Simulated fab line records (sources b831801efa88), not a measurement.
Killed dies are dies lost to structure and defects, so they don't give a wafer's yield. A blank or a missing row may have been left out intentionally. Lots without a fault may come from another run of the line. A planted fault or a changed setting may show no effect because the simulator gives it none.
fab line records -- flow sky130
record lots=5, wafers=14, lastDay=50
route steps=708 shown SD_P@327 RES_XHIGH@332 SD_N@342 SALICIDE@361 PAD_OPEN@708
lots that met no fault: from a run of the same line without faults
startH: the number of hours between the record's first day and the start of the first shown wafer of the lot -- waitH: hours from the lot's prior step to this one -- " same as the row above -- L1.1+2: a row that stands for several wafers -- - no value, or no start given -- * or withheld: withheld -- < > ~ a bound
route shown NAME@n: names a module that has steps shown in the file, with the first one's number in the route -- usual: mean/standard deviation taken from wafers without a fault -- same: alike in all rows -- chamber/n: place in a boat -- sites: each site's reading -- _std_site: the values' standard deviation -- _edge_site: the outer-site mean with the inner-site mean subtracted -- radiusMm: how far each site lies from the wafer's centre -- mask NAME#n: copy n -- behind: the tool/chamber that last shaped the wafer -- hold: cause of the lot's hold/its duration in hours/its outcome -- device: which transistor (n, p or np) failed to switch -- end of line: the route-end tests of the same wafers -- for a step that has no rows: nothing shown but its recipe -- killed: not the wafer's yield, but the dies lost to structure and defects at the first sort -- map: dies across one wafer; x = killed, . = not, _ = none there
set.NAME: the setting that was run; set.NAME@STEP: the one run at that earlier step -- model.NAME: the simulator's own value behind a step, which no gauge read
lots at selected steps of the route; one table per step, one row per wafer
services: a tool's chamber out of use, with start hour (startH, from the record's first day; less than 0 if before it), hours out, and reason
## steps
# step SKY_SD_P_CD_MEAS_07
# recipe targetCdNm=380
# usual cdNm=380.5/2.5
lot.wafer,tool,chamber,startH,waitH,cdNm
L180.2,cdSem-02,-,611.07,0.1,382.1
L180.3,cdSem-02,-,611.07,0.1,383.6
L180.5,cdSem-02,-,611.07,0.1,382.3
L184.3,cdSem-02,-,651.59,0.1,377.7
L184.4,cdSem-02,-,651.59,0.1,376.4
L184.5,cdSem-02,-,651.59,0.1,378.0
L194.3,cdSem-02,-,731.14,0.1,381.9
L194.4,cdSem-02,-,731.14,0.1,378.9
L198.1,cdSem-02,-,762.33,0.1,377.2
L198.2,cdSem-02,-,762.33,0.1,379.7
L198.3,cdSem-02,-,762.33,0.1,379.4
L200.2,cdSem-02,-,781.90,0.1,384.4
L200.3,cdSem-02,-,781.90,0.1,383.3
L200.6,cdSem-02,-,781.90,0.1,384.4
# step SKY_SD_P_OVL_MEAS_08
# usual SD_P_OVL=0.8/1.4
lot.wafer,tool,chamber,startH,waitH,SD_P_OVL[nm]
L180.2,overlay-01,-,611.18,0.1,1.6
L180.3,overlay-01,-,611.18,0.1,1.7
L180.5,overlay-01,-,611.18,0.1,0.4
L184.3,overlay-01,-,651.68,0.1,1.5
L184.4,overlay-01,-,651.68,0.1,0.0
L184.5,overlay-01,-,651.68,0.1,-0.7
L194.3,overlay-01,-,731.23,0.1,0.2
L194.4,overlay-01,-,731.23,0.1,0.6
L198.1,overlay-02,-,762.45,0.1,2.2
L198.2,overlay-02,-,762.45,0.1,-0.3
L198.3,overlay-02,-,762.45,0.1,0.7
L200.2,overlay-02,-,782.01,0.1,0.8
L200.3,overlay-02,-,782.01,0.1,3.0
L200.6,overlay-02,-,782.01,0.1,1.6
# step SKY_SD_P_IMPLANT_09
# recipe species=BF2, energyKev=20, doseCm2=3e+15, tiltDeg=0
# step SKY_SD_P_STRIP_10
# recipe chemistry=O2/N2, powerW=1400, pressureMtorr=1500, platenTempC=withheld, o2FlowSccm=3000, n2FlowSccm=300, overashFraction=0.5
# usual drypumpMotorCurrentA=5.9/0.4, oesProductAu=0.617/0.0043, stripTimeToEndpointS=17.52/0.036
lot.wafer,tool,chamber,startH,waitH,drypumpMotorCurrentA,oesProductAu,rfHoursCounterH,stripTimeToEndpointS
L180.2,plasmaAsher-03,1,611.36,0.1,5.9,0.614,92,17.44
L180.3,plasmaAsher-03,0,611.36,0.1,6.5,0.625,-,17.50
L180.5,plasmaAsher-03,1,611.36,0.1,5.9,0.617,-,17.49
L184.3,plasmaAsher-02,0,651.89,0.1,5.9,0.616,-,17.54
L184.4,plasmaAsher-02,1,651.89,0.1,5.9,0.624,-,17.55
L184.5,plasmaAsher-02,0,651.89,0.1,5.9,0.620,-,17.58
L194.3,plasmaAsher-03,1,731.44,0.1,5.9,0.620,-,17.48
L194.4,plasmaAsher-03,0,731.44,0.1,6.5,0.626,-,17.53
L198.1,plasmaAsher-01,1,762.64,0.1,5.4,0.624,62,17.52
L198.2,plasmaAsher-01,0,762.64,0.1,5.2,0.624,62,17.56
L198.3,plasmaAsher-01,1,762.64,0.1,5.3,0.619,-,17.53
L200.2,plasmaAsher-03,0,782.19,0.1,6.5,0.625,4,17.50
L200.3,plasmaAsher-03,0,782.19,0.1,6.5,0.620,-,17.54
L200.6,plasmaAsher-03,0,782.19,0.1,6.5,0.623,-,17.51
# step SKY_SD_P_TW_MEAS_11
# usual SD_P_TW=2837/25
lot.wafer,tool,chamber,startH,waitH,SD_P_TW
L180.2,filmMetro-04,-,611.47,0.1,2825
L180.3,filmMetro-04,-,611.47,0.1,2844
L180.5,filmMetro-04,-,611.47,0.1,2849
L184.3,filmMetro-02,-,651.98,0.1,2805
L184.4,filmMetro-02,-,651.98,0.1,2817
L184.5,filmMetro-02,-,651.98,0.1,2814
L194.3,filmMetro-03,-,731.53,0.1,2865
L194.4,filmMetro-03,-,731.53,0.1,2859
L198.1,filmMetro-04,-,762.74,0.1,2825
L198.2,filmMetro-04,-,762.74,0.1,2836
L198.3,filmMetro-04,-,762.74,0.1,2853
L200.2,filmMetro-03,-,782.30,0.1,2852
L200.3,filmMetro-03,-,782.30,0.1,2866
L200.6,filmMetro-03,-,782.30,0.1,2855
# step SKY_RES_XHIGH_DEHYDRATE_00
# recipe tempC=200, timeS=60
# step SKY_RES_XHIGH_HMDS_01
# recipe primeTimeS=60, primeTempC=120
# step SKY_RES_XHIGH_COAT_02
# recipe resist=NOVOLAK, spinRpm=3000, resistThkNm=1140
# step SKY_RES_XHIGH_SOFTBAKE_03
# recipe tempC=90, timeS=60, resist=NOVOLAK
# step SKY_RES_XHIGH_EXPOSE_04
# recipe maskId=URPM, na=0.6, sourceShape=conventional, sigmaOuter=0.6, polarization=unpolarized, targetCdNm=1270, doseMj=140
# step SKY_RES_XHIGH_PEB_05
# recipe tempC=withheld, timeS=*, resist=NOVOLAK
# step SKY_RES_XHIGH_DEVELOP_06
# recipe resist=NOVOLAK, developer=TMAH, developTimeS=60, devTempC=23
# step SKY_RES_XHIGH_IMPLANT_07
# recipe species=BF2, energyKev=20, doseCm2=3.6e+14, tiltDeg=0
# usual beamOnS=38.1/1.3, faradayCurrentUA=532/18
lot.wafer,tool,chamber,startH,waitH,beamOnS,faradayCurrentUA
L180.2,implanter-01,0,640.51,0.1,36.4,554
L180.3,implanter-01,0,640.51,0.1,35.9,562
L180.5,implanter-01,0,640.51,0.1,36.0,568
L184.3,implanter-02,0,680.43,0.1,39.4,515
L184.4,implanter-02,0,680.43,0.1,40.2,504
L184.5,implanter-02,0,680.43,0.1,38.5,526
L194.3,implanter-02,0,759.03,0.1,31.2,649
L194.4,implanter-02,0,759.03,0.1,38.8,523
L198.1,implanter-01,0,788.48,0.1,36.0,564
L198.2,implanter-01,0,788.48,0.1,36.6,554
L198.3,implanter-01,0,788.48,0.1,37.2,544
L200.2,implanter-03,0,809.31,0.1,36.8,552
L200.3,implanter-03,0,809.31,0.1,39.3,515
L200.6,implanter-03,0,809.31,0.1,38.1,534
# step SKY_RES_XHIGH_STRIP_08
# recipe chemistry=O2/N2, powerW=1400, pressureMtorr=1500, platenTempC=withheld, o2FlowSccm=3000, n2FlowSccm=300, overashFraction=0.5
# usual drypumpMotorCurrentA=5.4/0.42, oesProductAu=0.711/0.0046, stripTimeToEndpointS=14.30/0.036
lot.wafer,tool,chamber,startH,waitH,drypumpMotorCurrentA,oesProductAu,rfHoursCounterH,stripTimeToEndpointS
L180.2,plasmaAsher-04,0,640.64,0.1,5.2,0.712,80,14.31
L180.3,plasmaAsher-04,0,640.64,0.1,5.2,0.714,-,14.30
L180.5,plasmaAsher-04,0,640.64,0.1,5.2,0.708,-,14.27
L184.3,plasmaAsher-01,0,680.57,0.1,5.2,0.719,-,14.27
L184.4,plasmaAsher-01,1,680.57,0.1,5.4,0.711,-,14.27
L184.5,plasmaAsher-01,0,680.57,0.1,5.2,0.713,-,14.29
L194.3,plasmaAsher-01,1,759.17,0.1,5.3,0.723,-,14.19
L194.4,plasmaAsher-01,0,759.17,0.1,5.2,0.713,-,14.34
L198.1,plasmaAsher-01,1,788.63,0.1,5.4,0.712,64,14.31
L198.2,plasmaAsher-01,0,788.63,0.1,5.2,0.715,64,14.28
L198.3,plasmaAsher-01,0,788.63,0.1,5.2,0.713,-,14.31
L200.2,plasmaAsher-03,0,809.43,0.1,6.5,0.711,7,14.32
L200.3,plasmaAsher-03,0,809.43,0.1,6.5,0.710,-,14.32
L200.6,plasmaAsher-03,1,809.43,0.1,5.9,0.707,-,14.34
# step SKY_RES_XHIGH_TW_MEAS_09
# usual RES_XHIGH_TW=1644/15
lot.wafer,tool,chamber,startH,waitH,RES_XHIGH_TW
L180.2,filmMetro-03,-,640.75,0.1,1647
L180.3,filmMetro-03,-,640.75,0.1,1648
L180.5,filmMetro-03,-,640.75,0.1,1655
L184.3,filmMetro-02,-,680.65,0.1,1627
L184.4,filmMetro-02,-,680.65,0.1,1621
L184.5,filmMetro-02,-,680.65,0.1,1629
L194.3,filmMetro-03,-,759.25,0.1,1561
L194.4,filmMetro-03,-,759.25,0.1,1656
L198.1,filmMetro-04,-,788.73,0.1,1635
L198.2,filmMetro-04,-,788.73,0.1,1637
L198.3,filmMetro-04,-,788.73,0.1,1638
L200.2,filmMetro-03,-,809.54,0.1,1662
L200.3,filmMetro-03,-,809.54,0.1,1653
L200.6,filmMetro-03,-,809.54,0.1,1655
# step SKY_SD_N_DEHYDRATE_00
# recipe tempC=200, timeS=60
# step SKY_SD_N_HMDS_01
# recipe primeTimeS=60, primeTempC=120
# step SKY_SD_N_COAT_02
# recipe resist=NOVOLAK, spinRpm=3000, resistThkNm=1140
# step SKY_SD_N_SOFTBAKE_03
# recipe tempC=90, timeS=60, resist=NOVOLAK
# step SKY_SD_N_EXPOSE_04
# recipe maskId=NSDM, na=0.6, sourceShape=conventional, sigmaOuter=0.6, polarization=unpolarized, targetCdNm=380, doseMj=141
# step SKY_SD_N_PEB_05
# recipe tempC=withheld, timeS=*, resist=NOVOLAK
# step SKY_SD_N_DEVELOP_06
# recipe resist=NOVOLAK, developer=TMAH, developTimeS=60, devTempC=23
# step SKY_SD_N_CD_MEAS_07
# recipe targetCdNm=380
# usual cdNm=379.7/2.6
lot.wafer,tool,chamber,startH,waitH,cdNm
L180.2,cdSem-02,-,668.87,0.1,377.9
L180.3,cdSem-02,-,668.87,0.1,375.9
L180.5,cdSem-02,-,668.87,0.1,377.6
L184.3,cdSem-01,-,708.49,0.1,384.5
L184.4,cdSem-01,-,708.49,0.1,383.4
L184.5,cdSem-01,-,708.49,0.1,381.7
L194.3,cdSem-02,-,785.59,0.1,381.2
L194.4,cdSem-02,-,785.59,0.1,382.2
L198.1,cdSem-02,-,815.25,0.1,378.3
L198.2,cdSem-02,-,815.25,0.1,379.9
L198.3,cdSem-02,-,815.25,0.1,376.9
L200.2,cdSem-01,-,834.72,0.1,376.9
L200.3,cdSem-01,-,834.72,0.1,379.1
L200.6,cdSem-01,-,834.72,0.1,374.3
# step SKY_SD_N_OVL_MEAS_08
# usual SD_N_OVL=-0.1/1.6
lot.wafer,tool,chamber,startH,waitH,SD_N_OVL[nm]
L180.2,overlay-01,-,668.98,0.1,-1.9
L180.3,overlay-01,-,668.98,0.1,-0.2
L180.5,overlay-01,-,668.98,0.1,-1.2
L184.3,overlay-02,-,708.58,0.1,2.0
L184.4,overlay-02,-,708.58,0.1,1.8
L184.5,overlay-02,-,708.58,0.1,3.2
L194.3,overlay-02,-,785.69,0.1,-0.9
L194.4,overlay-02,-,785.69,0.1,-1.5
L198.1,overlay-01,-,815.37,0.1,-1.6
L198.2,overlay-01,-,815.37,0.1,-2.3
L198.3,overlay-01,-,815.37,0.1,-0.3
L200.2,overlay-01,-,834.83,0.1,0.4
L200.3,overlay-01,-,834.83,0.1,1.1
L200.6,overlay-01,-,834.83,0.1,0.6
# step SKY_SD_N_IMPLANT_09
# recipe species=As, energyKev=50, doseCm2=4e+15, tiltDeg=0
# step SKY_SD_N_IMPLANT_10
# recipe species=P, energyKev=20, doseCm2=1e+14, tiltDeg=0
# step SKY_SD_N_STRIP_11
# recipe chemistry=O2/N2, powerW=1400, pressureMtorr=1500, platenTempC=withheld, o2FlowSccm=3000, n2FlowSccm=300, overashFraction=0.5
# usual drypumpMotorCurrentA=5.8/0.47, oesProductAu=0.528/0.0042, stripTimeToEndpointS=22.56/0.047
lot.wafer,tool,chamber,startH,waitH,drypumpMotorCurrentA,oesProductAu,rfHoursCounterH,stripTimeToEndpointS
L180.2,plasmaAsher-04,1,669.31,0.1,5.1,0.523,82,22.52
L180.3,plasmaAsher-04,1,669.31,0.1,5.1,0.537,-,22.56
L180.5,plasmaAsher-04,0,669.31,0.1,5.2,0.529,-,22.57
L184.3,plasmaAsher-02,0,708.94,0.1,5.9,0.533,-,22.59
L184.4,plasmaAsher-02,1,708.94,0.1,6.0,0.528,-,22.58
L184.5,plasmaAsher-02,0,708.94,0.1,5.9,0.527,-,22.56
L194.3,plasmaAsher-04,0,786.04,0.1,5.2,0.519,-,22.51
L194.4,plasmaAsher-04,1,786.04,0.1,5.1,0.526,-,22.54
L198.1,plasmaAsher-04,1,815.71,0.1,5.1,0.529,96,22.53
L198.2,plasmaAsher-04,0,815.71,0.1,5.2,0.527,96,22.49
L198.3,plasmaAsher-04,1,815.71,0.1,5.1,0.526,-,22.52
L200.2,plasmaAsher-04,1,835.16,0.1,5.1,0.531,98,22.57
L200.3,plasmaAsher-04,1,835.16,0.1,5.1,0.524,-,22.49
L200.6,plasmaAsher-04,0,835.16,0.1,5.2,0.526,-,22.56
# step SKY_SD_N_TW_MEAS_12
# usual SD_N_TW=3985/35
lot.wafer,tool,chamber,startH,waitH,SD_N_TW
L180.2,filmMetro-03,-,669.42,0.1,4029
L180.3,filmMetro-03,-,669.42,0.1,4059
L180.5,filmMetro-03,-,669.42,0.1,4032
L184.3,filmMetro-02,-,709.03,0.1,3989
L184.4,filmMetro-02,-,709.03,0.1,3969
L184.5,filmMetro-02,-,709.03,0.1,3978
L194.3,filmMetro-02,-,786.13,0.1,3955
L194.4,filmMetro-02,-,786.13,0.1,3954
L198.1,filmMetro-04,-,815.81,0.1,4020
L198.2,filmMetro-04,-,815.81,0.1,4013
L198.3,filmMetro-04,-,815.81,0.1,4004
L200.2,filmMetro-02,-,835.27,0.1,3965
L200.3,filmMetro-02,-,835.27,0.1,3960
L200.6,filmMetro-02,-,835.27,0.1,3958
# step SKY_SD_N_CLEAN_13
# recipe chemistry=SC1/SC2, mix=1:4:20, tempC=70, timeS=150, dry=n2Spin
# step SKY_SD_N_RTA_14
# recipe tempC=1075, timeS=2, idleTempC=650, rampUpCPerS=150, rampDownCPerS=90, ambient=N2
# usual lampPowerPct=15.73/0.053, rampUpCPerS=150.00/0.031, wafer_temp_C_max=1078.0/1.3
lot.wafer,tool,chamber,startH,waitH,lampPowerPct,rampUpCPerS,wafer_temp_C_max
L180.2,rtpAnneal-01,0,669.53,0.0,15.77,150.00,1078.8
L180.3,rtpAnneal-01,0,669.53,0.0,15.71,149.97,1077.5
L180.5,rtpAnneal-01,0,669.53,0.0,15.71,149.96,1077.0
L184.3,rtpAnneal-01,0,709.14,0.0,15.77,150.01,1077.0
L184.4,rtpAnneal-01,0,709.14,0.0,15.73,149.98,1077.7
L184.5,rtpAnneal-01,0,709.14,0.0,15.78,149.99,1078.5
L194.3,rtpAnneal-01,0,786.24,0.0,15.76,150.02,1078.5
L194.4,rtpAnneal-01,0,786.24,0.0,15.74,149.93,1081.1
L198.1,rtpAnneal-01,0,815.92,0.0,15.74,150.04,1077.5
L198.2,rtpAnneal-01,0,815.92,0.0,15.67,150.03,1076.9
L198.3,rtpAnneal-01,0,815.92,0.0,15.68,150.06,1077.3
L200.2,rtpAnneal-01,0,835.38,0.0,15.74,150.03,1077.0
L200.3,rtpAnneal-01,0,835.38,0.0,15.70,149.97,1077.4
L200.6,rtpAnneal-01,0,835.38,0.0,15.79,150.02,1080.1
# step SKY_SD_N_RS_MEAS_16
# recipe thkMeasGauge=four-point-probe
# usual SD_N_RS=68.57/0.1
lot.wafer,tool,chamber,startH,waitH,SD_N_RS[ohm/sq]
L180.2,filmMetro-04,-,669.71,0.1,68.43
L180.3,filmMetro-04,-,669.71,0.1,68.70
L180.5,filmMetro-04,-,669.71,0.1,68.44
L184.3,filmMetro-02,-,709.33,0.1,68.57
L184.4,filmMetro-02,-,709.33,0.1,68.55
L184.5,filmMetro-02,-,709.33,0.1,68.51
L194.3,filmMetro-04,-,786.43,0.1,68.54
L194.4,filmMetro-04,-,786.43,0.1,68.54
L198.1,filmMetro-03,-,816.09,0.1,68.44
L198.2,filmMetro-03,-,816.09,0.1,68.57
L198.3,filmMetro-03,-,816.09,0.1,68.28
L200.2,filmMetro-02,-,835.56,0.1,68.70
L200.3,filmMetro-02,-,835.56,0.1,68.65
L200.6,filmMetro-02,-,835.56,0.1,68.58
# step SKY_SD_N_RS_MEAS_17
# recipe thkMeasGauge=four-point-probe
# usual SD_P_RS=147.2/0.33
lot.wafer,tool,chamber,startH,waitH,SD_P_RS[ohm/sq]
L180.2,filmMetro-04,-,669.83,0.1,146.8
L180.3,filmMetro-04,-,669.83,0.1,147.2
L180.5,filmMetro-04,-,669.83,0.1,146.9
L184.3,filmMetro-02,-,709.45,0.1,147.2
L184.4,filmMetro-02,-,709.45,0.1,146.7
L184.5,filmMetro-02,-,709.45,0.1,147.1
L194.3,filmMetro-04,-,786.55,0.1,147.4
L194.4,filmMetro-04,-,786.55,0.1,147.2
L198.1,filmMetro-03,-,816.21,0.1,147.1
L198.2,filmMetro-03,-,816.21,0.1,146.9
L198.3,filmMetro-03,-,816.21,0.1,146.3
L200.2,filmMetro-02,-,835.68,0.1,146.8
L200.3,filmMetro-02,-,835.68,0.1,147.1
L200.6,filmMetro-02,-,835.68,0.1,146.9
# step SKY_SD_N_RS_MEAS_18
# recipe thkMeasGauge=four-point-probe
# usual RES_XHIGH_RS=333.4/1.3
lot.wafer,tool,chamber,startH,waitH,RES_XHIGH_RS[ohm/sq]
L180.2,filmMetro-04,-,669.95,0.1,332.3
L180.3,filmMetro-04,-,669.95,0.1,332.4
L180.5,filmMetro-04,-,669.95,0.1,332.1
L184.3,filmMetro-02,-,709.57,0.1,333.2
L184.4,filmMetro-02,-,709.57,0.1,334.4
L184.5,filmMetro-02,-,709.57,0.1,334.6
L194.3,filmMetro-04,-,786.67,0.1,392.2
L194.4,filmMetro-04,-,786.67,0.1,333.7
L198.1,filmMetro-03,-,816.33,0.1,333.0
L198.2,filmMetro-03,-,816.33,0.1,332.8
L198.3,filmMetro-03,-,816.33,0.1,332.3
L200.2,filmMetro-02,-,835.80,0.1,333.8
L200.3,filmMetro-02,-,835.80,0.1,333.7
L200.6,filmMetro-02,-,835.80,0.1,333.3
# step SKY_SALICIDE_CLEAN_00
# recipe chemistry=HF-last, timeS=30, dilution=100:1, dry=ipaMarangoni
# step SKY_PAD_OPEN_PROBE_99
# usual killed_at_M0_to_M3=44/7, killed_at_M4_up=3.2/1.8, killedAtContacts=24/5.1, killedAtFrontEnd=15/4.3, killedAtOther=0.3/0.5, killedDies=86/9.6, killedOpen=48/7.1, killedShort=38/6.7
# same grossDies=492, killedAtBackSide=0
lot.wafer,tool,chamber,startH,waitH,killed_at_M0_to_M3,killed_at_M4_up,killedAtContacts,killedAtFrontEnd,killedAtOther,killedDies,killedOpen,killedShort,model.etest.resXhighPo.lineOhmUm,model.etest.resXhighPo.rsOhmSq,model.etest.resXhighPo.rsOhmSqRange
L180.2,prober-02,-,1093.07,0.1,56,0,21,12,0,89,49,40,5852,2027,44.03
L180.3,prober-02,-,1093.12,0.2,39,1,13,8,0,61,30,31,5685,1995,51.41
L180.5,prober-02,-,1093.22,0.2,58,2,24,16,1,101,63,38,5701,2032,73.06
L184.3,prober-02,-,1121.26,0.2,43,6,24,18,1,92,53,39,5696,2004,28.1
L184.4,prober-02,-,1121.31,0.2,46,2,19,17,0,84,50,34,5502,1938,41.76
L184.5,prober-02,-,1121.36,0.2,40,3,37,17,0,97,52,45,5834,2043,48.22
L194.3,prober-02,-,1174.28,0.2,46,3,24,11,0,84,35,49,8596,3021,115.4
L194.4,prober-02,-,1174.33,0.2,29,6,18,20,1,74,31,43,5726,2017,27.45
L198.1,prober-02,-,1193.20,0.1,43,3,31,10,0,87,50,36,5766,1996,61.17
L198.2,prober-02,-,1193.25,0.1,51,3,28,17,1,100,47,51,5979,2067,79.42
L198.3,prober-02,-,1193.30,0.2,53,5,21,12,0,91,53,38,5693,1974,62.28
L200.2,prober-02,-,1203.20,0.1,44,4,26,10,0,84,57,27,5942,2056,113.7
L200.3,prober-02,-,1203.25,0.2,33,6,30,14,1,84,45,39,5854,2059,88.67
L200.6,prober-02,-,1203.40,0.2,49,6,27,21,0,103,60,43,5934,2077,105
# killed by level:class
L180.2 VIA1:geometricParticle:open=10 CONTACT:geometricParticle:open=10 VIA3:geometricParticle:open=10 METAL2:geometricParticle:short=8 VIA2:geometricParticle:open=7 VIA1:geometricParticle:short=6 CONTACT:geometricParticle:short=5 LI_CONTACT:geometricParticle:short=4
L180.3 VIA1:geometricParticle:open=8 VIA2:geometricParticle:open=8 VIA1:geometricParticle:short=7 CONTACT:geometricParticle:open=4 METAL2:geometricParticle:short=4 POLY_GATE:geometricParticle:short=3 LI_CONTACT:geometricParticle:short=3 LI_CONTACT:geometricParticle:open=3
L180.5 VIA1:geometricParticle:open=13 CONTACT:geometricParticle:open=10 VIA2:geometricParticle:open=9 VIA3:geometricParticle:open=9 VIA1:geometricParticle:short=7 POLY_GATE:geometricParticle:open=6 LI_CONTACT:geometricParticle:open=6 METAL3:geometricParticle:short=6
L184.3 VIA1:geometricParticle:open=15 CONTACT:geometricParticle:short=8 FIELD_ISO:geometricParticle:short=7 CONTACT:geometricParticle:open=7 FIELD_ISO:geometricParticle:open=6 VIA2:geometricParticle:open=6 LI_CONTACT:geometricParticle:open=6 VIA3:geometricParticle:open=5
L184.4 VIA1:geometricParticle:open=13 METAL2:geometricParticle:short=7 CONTACT:geometricParticle:open=7 VIA3:geometricParticle:open=6 LI_CONTACT:geometricParticle:open=5 VIA1:geometricParticle:short=5 FIELD_ISO:geometricParticle:open=4 POLY_CUT:geometricParticle:open=3
L184.5 CONTACT:geometricParticle:open=14 VIA1:geometricParticle:open=11 LI_CONTACT:geometricParticle:open=9 POLY_GATE:geometricParticle:short=8 VIA2:geometricParticle:open=7 METAL1:geometricParticle:short=6 CONTACT:geometricParticle:short=5 VIA1:geometricParticle:short=5
L194.3 CONTACT:geometricParticle:open=13 METAL2:geometricParticle:short=9 FIELD_ISO:geometricParticle:short=7 METAL1:geometricParticle:short=7 VIA3:geometricParticle:open=6 LI_CONTACT:geometricParticle:short=5 VIA1:geometricParticle:short=5 VIA1:geometricParticle:open=5
L194.4 CONTACT:geometricParticle:open=7 METAL1:geometricParticle:short=7 FIELD_ISO:geometricParticle:short=5 POLY_GATE:geometricParticle:short=5 VIA1:geometricParticle:open=5 FIELD_ISO:geometricParticle:open=4 METAL4:geometricParticle:short=4 CONTACT:geometricParticle:short=4
L198.1 CONTACT:geometricParticle:open=15 VIA2:geometricParticle:open=13 LI_CONTACT:geometricParticle:open=6 VIA1:geometricParticle:open=6 METAL2:geometricParticle:short=5 CONTACT:geometricParticle:short=5 VIA2:geometricParticle:short=4 METAL1:geometricParticle:short=3
L198.2 CONTACT:geometricParticle:open=10 POLY_GATE:geometricParticle:open=8 VIA1:geometricParticle:short=7 VIA1:geometricParticle:open=7 METAL2:geometricParticle:short=7 CONTACT:geometricParticle:short=6 VIA2:geometricParticle:open=6 VIA3:geometricParticle:open=6
L198.3 VIA1:geometricParticle:open=13 VIA2:geometricParticle:open=11 CONTACT:geometricParticle:open=10 METAL2:geometricParticle:short=6 VIA2:geometricParticle:short=6 VIA3:geometricParticle:open=6 FIELD_ISO:geometricParticle:short=5 CONTACT:geometricParticle:short=4
L200.2 LI_CONTACT:geometricParticle:open=11 VIA2:geometricParticle:open=11 CONTACT:geometricParticle:open=8 VIA1:geometricParticle:open=7 METAL2:geometricParticle:open=5 VIA3:geometricParticle:open=5 METAL2:geometricParticle:short=4 VIA2:geometricParticle:short=4
L200.3 POLY_GATE:geometricParticle:open=8 LI_CONTACT:geometricParticle:open=8 LOCAL_INTERCONNECT:geometricParticle:short=8 VIA2:geometricParticle:open=7 VIA1:geometricParticle:open=7 CONTACT:geometricParticle:open=6 METAL4:geometricParticle:short=6 METAL1:geometricParticle:short=4
L200.6 CONTACT:geometricParticle:open=15 VIA1:geometricParticle:open=10 VIA3:geometricParticle:open=9 METAL1:geometricParticle:short=7 VIA2:geometricParticle:open=7 POLY_GATE:geometricParticle:open=6 LI_CONTACT:geometricParticle:open=6 POLY_GATE:geometricParticle:short=4
## services
tool,chamber,startH,hours,kind
plasmaAsher-03,-,591.78,4.2,repair
plasmaAsher-04,-,681.56,2.1,repair
implanter-01,-,681.59,2.2,repair
plasmaAsher-03,-,733.75,9.0,pm
plasmaAsher-03,0,733.75,9.0,ventCycle
plasmaAsher-03,1,733.75,9.0,ventCycle
plasmaAsher-03,0,742.75,-,clean
plasmaAsher-03,1,742.75,-,clean
plasmaAsher-04,-,749.36,3.9,repair
implanter-02,-,776.17,3.9,pm
implanter-03,-,791.79,3.4,pm
## key
firstSign step=SKY_RES_XHIGH_IMPLANT_07, reading=faradayCurrentUA, direction=up, sigmas=6.6, usual=532, struck=649
effect step=SKY_RES_XHIGH_IMPLANT_07, reading=beamOnS, direction=down, sigmas=5.5, usual=38.1, struck=31.2
effect step=SKY_RES_XHIGH_STRIP_08, reading=stripTimeToEndpointS, direction=down, sigmas=3, usual=*, struck=*
effect step=SKY_RES_XHIGH_TW_MEAS_09, reading=RES_XHIGH_TW, direction=down, sigmas=5.5, usual=1644, struck=1561
effect step=SKY_SD_N_RS_MEAS_18, reading=RES_XHIGH_RS, direction=up, sigmas=47, usual=333.4, struck=392.2
modelEffect step=SKY_PAD_OPEN_PROBE_99, value=etest.resXhighPo.lineOhmUm, without=5614, struck=8596
metAt SKY_RES_XHIGH_IMPLANT_07
struckWafers L194.3
testerLeftOut L194
onsetBetween 680.43 759.03
fault kind=processParameterDrift, tool=implanter-02, chamber=-, onsetH=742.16, steps=SKY_RES_XHIGH_IMPLANT_07, channel=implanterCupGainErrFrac, offset=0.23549, shape=step, endH=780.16, scope=struckWafersOnly
# testerLeftOut: of these lots the tester's yield and bins aren't shown, on N5 and GAA mostly nor the transistor test; their killed dies are dies lost to structure and defects alone, not to doping, threshold or leakage, so they don't give the yield
